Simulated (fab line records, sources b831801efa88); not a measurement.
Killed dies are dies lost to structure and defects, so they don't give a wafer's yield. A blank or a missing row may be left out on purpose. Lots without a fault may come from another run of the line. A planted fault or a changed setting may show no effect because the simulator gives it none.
Chamber matching | flow sky130 | SKY_CONTACT_CMP_04 on cmp-01: 4 sister chambers
The step polishes SiO2. 14 wafers are shown with their chamber, then 7 later ones without.

WAFERS WITH THEIR CHAMBER
wafer  | chamber | motor_current_A (A) | time_to_endpoint_s (s) | retaining_ring_pressure_frac
L219.1 | 1       | 11.5                | 84                     | 0.994
L219.2 | 0       | 12.1                | 88                     | 1.008
L219.6 | 0       | 12.1                | 85                     | 1.005
L220.1 | 1       | 11.0                | 86                     | 1.000
L220.5 | 0       | 11.4                | 86                     | 0.994
L220.6 | 3       | 12.2                | 85                     | 1.004
L222.1 | 2       | 11.3                | 81                     | 1.000
L222.3 | 3       | 12.1                | 87                     | 1.003
L222.6 | 2       | 11.5                | 82                     | 0.999
L223.3 | 2       | 11.3                | 78                     | 1.007
L223.4 | 3       | 12.5                | 87                     | 1.004
L223.6 | 2       | 11.1                | 85                     | 1.015
L234.1 | 1       | 10.0                | 81                     | 1.005
L234.2 | 3       | 12.0                | 81                     | 0.999

SIGNATURES (means of the wafers above)
reading                      | chamber 0 | chamber 1 | chamber 2 | chamber 3 | scatter within a chamber
motor_current_A              | 11.867    | 10.833    | 11.300    | 12.200    | 0.414
time_to_endpoint_s           | 86.33     | 83.67     | 81.50     | 85.00     | 2.58
retaining_ring_pressure_frac | 1.00233   | 0.99967   | 1.00525   | 1.00250   | 0.00593
Rule: a wafer's distance from a chamber is the root of the sum, over the readings, of the square of ((its reading less the chamber's mean) divided by the reading's scatter). The wafer belongs to the nearest chamber; if the next one is less than 2 further off, it can't be placed. The scatter: the root of (the sum of the squares of (reading less its chamber's mean) over the shown wafers, divided by (wafers less chambers)).

WAFERS WITHOUT THEIR CHAMBER
wafer  | motor_current_A (A) | time_to_endpoint_s (s) | retaining_ring_pressure_frac
L234.6 | 12.2                | 82                     | 0.997
L236.1 | 11.0                | 89                     | 1.001
L236.2 | 12.4                | 81                     | 0.995
L236.5 | 10.5                | 84                     | 0.994
L238.2 | 12.0                | 85                     | 0.996
L238.4 | 10.7                | 88                     | 1.008
L238.5 | 12.6                | 87                     | 1.004

WHICH CHAMBER EACH WENT THROUGH
wafer  | from the rows above               | in truth
L234.6 | can't be placed: 3 or 0 or 2 or 1 | 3
L236.1 | can't be placed: 1 or 0 or 2 or 3 | 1
L236.2 | can't be placed: 3 or 0 or 2 or 1 | 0
L236.5 | can't be placed: 1 or 2           | 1
L238.2 | can't be placed: 3 or 0 or 2 or 1 | 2
L238.4 | can't be placed: 1 or 2 or 0 or 3 | 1
L238.5 | can't be placed: 3 or 0           | 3
Placed correctly: 0 of 7. Can't be placed from these rows: 7 (the true chamber is among the candidates in 7). Placed wrongly: 0.
